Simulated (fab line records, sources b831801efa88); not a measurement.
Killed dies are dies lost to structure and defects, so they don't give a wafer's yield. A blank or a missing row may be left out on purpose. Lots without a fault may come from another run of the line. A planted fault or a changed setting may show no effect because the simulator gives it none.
Chamber matching | flow sky130 | SKY_VIA2_ETCH_15 on rie_diel-02: 4 sister chambers
The step etches SiO2 in C4F8/O2/Ar, stops on TiN, target depth 546 nm, time 84 s. 16 wafers are shown with their chamber, then 8 later ones without.

WAFERS WITH THEIR CHAMBER
wafer  | chamber | oes_product_au (a.u.)
L075.2 | 1       | 0.933
L075.3 | 3       | 0.950
L075.4 | 0       | 0.934
L076.1 | 2       | 0.939
L076.2 | 0       | 0.949
L076.6 | 1       | 0.937
L079.3 | 1       | 0.939
L079.5 | 0       | 0.941
L079.6 | 1       | 0.934
L080.4 | 2       | 0.935
L080.5 | 3       | 0.937
L080.6 | 2       | 0.942
L083.1 | 0       | 0.950
L083.2 | 3       | 0.941
L083.5 | 0       | 0.942
L085.3 | 0       | 0.944

SIGNATURES (means of the wafers above)
reading        | chamber 0 | chamber 1 | chamber 2 | chamber 3 | scatter within a chamber
oes_product_au | 0.94333   | 0.93575   | 0.93867   | 0.94267   | 0.00506
Rule: a wafer's distance from a chamber is the root of the sum, over the readings, of the square of ((its reading less the chamber's mean) divided by the reading's scatter). The wafer belongs to the nearest chamber; if the next one is less than 2 further off, it can't be placed. The scatter: the root of (the sum of the squares of (reading less its chamber's mean) over the shown wafers, divided by (wafers less chambers)).

WAFERS WITHOUT THEIR CHAMBER
wafer  | oes_product_au (a.u.)
L085.4 | 0.938
L085.6 | 0.938
L086.3 | 0.941
L086.5 | 0.941
L086.6 | 0.940
L096.1 | 0.941
L096.5 | 0.940
L096.6 | 0.943

WHICH CHAMBER EACH WENT THROUGH
wafer  | from the rows above               | in truth
L085.4 | can't be placed: 2 or 1 or 3 or 0 | 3
L085.6 | can't be placed: 2 or 1 or 3 or 0 | 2
L086.3 | can't be placed: 3 or 2 or 0 or 1 | 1
L086.5 | can't be placed: 3 or 2 or 0 or 1 | 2
L086.6 | can't be placed: 2 or 3 or 0 or 1 | 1
L096.1 | can't be placed: 3 or 2 or 0 or 1 | 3
L096.5 | can't be placed: 2 or 3 or 0 or 1 | 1
L096.6 | can't be placed: 3 or 0 or 2 or 1 | 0
Placed correctly: 0 of 8. Can't be placed from these rows: 8 (the true chamber is among the candidates in 8). Placed wrongly: 0.
